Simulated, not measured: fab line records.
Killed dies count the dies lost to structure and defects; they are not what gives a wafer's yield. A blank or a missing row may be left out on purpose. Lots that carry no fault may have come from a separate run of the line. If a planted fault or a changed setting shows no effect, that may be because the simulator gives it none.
Which tool did it? || flow gf180mcu || 21 wafers from 7 lots sampled at 3 of the route's 602 steps

WHAT EACH GAUGE READ, for each wafer
GF_HV_LDD_OVL_MEAS_47.
{"lot": "L569", "measured": "day 13 07:01", "on": "overlay-01", "HV_LDD_03_OVL (nm)": "-0.3 -1.1 -0.8"}
{"lot": "L572", "measured": "day 13 23:13", "on": "overlay-01", "HV_LDD_03_OVL (nm)": "-1.2 -1.4 -2.7"}
{"lot": "L575", "measured": "day 15 00:59", "on": "overlay-02", "HV_LDD_03_OVL (nm)": "1.0 0.7 0.9"}
{"lot": "L577", "measured": "day 15 18:43", "on": "overlay-01", "HV_LDD_03_OVL (nm)": "0.2 1.6 1.7"}
{"lot": "L581", "measured": "day 16 15:19", "on": "overlay-02", "HV_LDD_03_OVL (nm)": "1.3 1.3 0.8"}
{"lot": "L589", "measured": "day 19 14:28", "on": "overlay-02", "HV_LDD_03_OVL (nm)": "-73.1 -71.8 -72.5"}
{"lot": "L591", "measured": "day 19 23:49", "on": "overlay-02", "HV_LDD_03_OVL (nm)": "3.6 0.4 0.1"}

WHICH TOOL RAN EACH LOT (tool, then ch and the chambers of the sampled wafers, then the start)
{"lot": "L569", "GF_POLY_GATE_STRIP_14": "plasma_asher-01 ch 0,1, day 10 01:27", "GF_HV_LDD_EXPOSE_43": "iline_stepper-02 ch 0, day 12 20:58"}
{"lot": "L572", "GF_POLY_GATE_STRIP_14": "plasma_asher-01 ch 0,1, day 10 12:37", "GF_HV_LDD_EXPOSE_43": "iline_stepper-01 ch 0, day 13 13:17"}
{"lot": "L575", "GF_POLY_GATE_STRIP_14": "plasma_asher-01 ch 0,1, day 11 15:01", "GF_HV_LDD_EXPOSE_43": "iline_stepper-01 ch 0, day 14 14:46"}
{"lot": "L577", "GF_POLY_GATE_STRIP_14": "plasma_asher-04 ch 0,1, day 12 06:19", "GF_HV_LDD_EXPOSE_43": "iline_stepper-02 ch 0, day 15 08:17"}
{"lot": "L581", "GF_POLY_GATE_STRIP_14": "plasma_asher-01 ch 0,1, day 13 00:04", "GF_HV_LDD_EXPOSE_43": "iline_stepper-01 ch 0, day 16 04:38"}
{"lot": "L589", "GF_POLY_GATE_STRIP_14": "plasma_asher-04 ch 0,1, day 15 13:38", "GF_HV_LDD_EXPOSE_43": "iline_stepper-01 ch 0, day 19 02:10"}
{"lot": "L591", "GF_POLY_GATE_STRIP_14": "plasma_asher-03 ch 0,1, day 15 23:13", "GF_HV_LDD_EXPOSE_43": "iline_stepper-02 ch 0, day 19 11:52"}
- GF_POLY_GATE_STRIP_14: strips in O2/N2.
- GF_HV_LDD_EXPOSE_43: exposes mask Pplus HV AREA, target cd 400 nm.

THE ANSWER, worked out from the rows above alone
Rule: what is usual is taken from the lots themselves. The widest of any qualifying gaps counts: lots, ordered by their means at a reading, are off when they make up no more than a third of the lots, leave a main group of 4 or more, and stand apart from it by 3 or more times the standard deviation of that group's means. A main group is skipped when, at the precision printed for the reading in the tables above, its means are all equal. Also off: a lot with no number at a reading for which 4 or more lots have one. The other lots that the step has rows for count as sound.
Off: at GF_HV_LDD_OVL_MEAS_47 (HV_LDD_03_OVL), L589. The main group has a mean of 0.3 nm with a standard deviation of 1.2.
A tool fits if, at a process step before that reading, it ran every lot that is off, and no sound lot after the first of them. The gauges at GF_HV_LDD_OVL_MEAS_47 are tried like those tools. Can't be told from this: 2 tools fit, plasma_asher-04 at GF_POLY_GATE_STRIP_14, iline_stepper-01 at GF_HV_LDD_EXPOSE_43.

WHAT HAD BEEN PUT IN BY THE SIMULATOR
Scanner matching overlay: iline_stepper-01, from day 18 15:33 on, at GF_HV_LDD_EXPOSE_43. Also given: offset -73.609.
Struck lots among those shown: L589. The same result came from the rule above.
